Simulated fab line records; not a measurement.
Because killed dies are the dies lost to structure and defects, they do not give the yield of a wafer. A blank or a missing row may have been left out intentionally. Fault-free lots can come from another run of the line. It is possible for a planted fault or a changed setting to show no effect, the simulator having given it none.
A single fault, viewed from 2 desks / flow gf180mcu / each desk holds nothing but its own numbers, with what lay behind them at the end

TOOL OWNER'S DESK, rieDiel-01
The tool's own readings at GF_STI_ETCH_13 (etches the open film in CHF3/O2, stops on Si, target depth 282.31 nm, time 112.9 s): means of the sampled wafers that have a number, for each lot that ran on this tool. The brackets show how far a lot's mean lies from the usual mean; more than 4 standard deviations puts the lot out of limits, marked OUT.
Columns: A = drypumpMotorCurrentA at GF_STI_ETCH_13, usual 5.6 A; B = oesProductAu at GF_STI_ETCH_13, usual 0.836 a.u.; C = throttleValvePct at GF_STI_ETCH_13, usual 8.812 %
lot=L860; first seen here=day 2 02:38; A=5.5; B=0.843; C=8.816
lot=L871; first seen here=day 4 12:41; A=5.1; B=0.834; C=8.812
lot=L873; first seen here=day 4 20:32; A=5.3; B=0.827; C=8.808
lot=L874; first seen here=day 5 02:33; A=5.4; B=0.823; C=8.805
lot=L878; first seen here=day 5 21:44; A=5.8; B=0.837; C=8.818
This desk's finding: nothing out of limits on any of the 5 lots.

FROM THE METROLOGY DESK
Means of the sampled wafers that have a number, per lot and without regard to the tool the lot ran on: this is what the gauges read. The brackets show how far a lot's mean lies from the usual mean; more than 4 standard deviations puts the lot out of limits, marked OUT.
Columns: A = cdNm at GF_HV_LDD_CD_MEAS_07, usual 400.5 nm; B = cdNm at GF_HV_LDD_CD_MEAS_31, usual 400.6 nm
lot=L860; first seen here=day 10 00:44; A=401.2; B=402.4
lot=L862; first seen here=day 11 00:33; A=397.2; B=403.7
lot=L863; first seen here=day 11 01:32; A=399.5; B=399.1
lot=L865; first seen here=day 11 12:45; A=396.6; B=399.2
lot=L867; first seen here=day 12 03:56; A=397.2; B=399.0
lot=L871; first seen here=day 13 12:11; A=403.1; B=400.7
lot=L873; first seen here=day 14 00:07; A=402.7; B=396.7
lot=L874; first seen here=day 14 07:04; A=403.0; B=400.6
lot=L876; first seen here=day 14 22:52; A=399.5; B=401.9
lot=L878; first seen here=day 15 10:20; A=402.3; B=399.8
lot=L880; first seen here=day 16 04:38; A=398.9; B=400.3
This desk's finding: nothing out of limits on any of the 11 lots.

PUT TOGETHER
The desk of the tool owner found nothing out of limits.
From the metrology desk's view, nothing was out of limits.

WHAT THE SIMULATOR PUT IN
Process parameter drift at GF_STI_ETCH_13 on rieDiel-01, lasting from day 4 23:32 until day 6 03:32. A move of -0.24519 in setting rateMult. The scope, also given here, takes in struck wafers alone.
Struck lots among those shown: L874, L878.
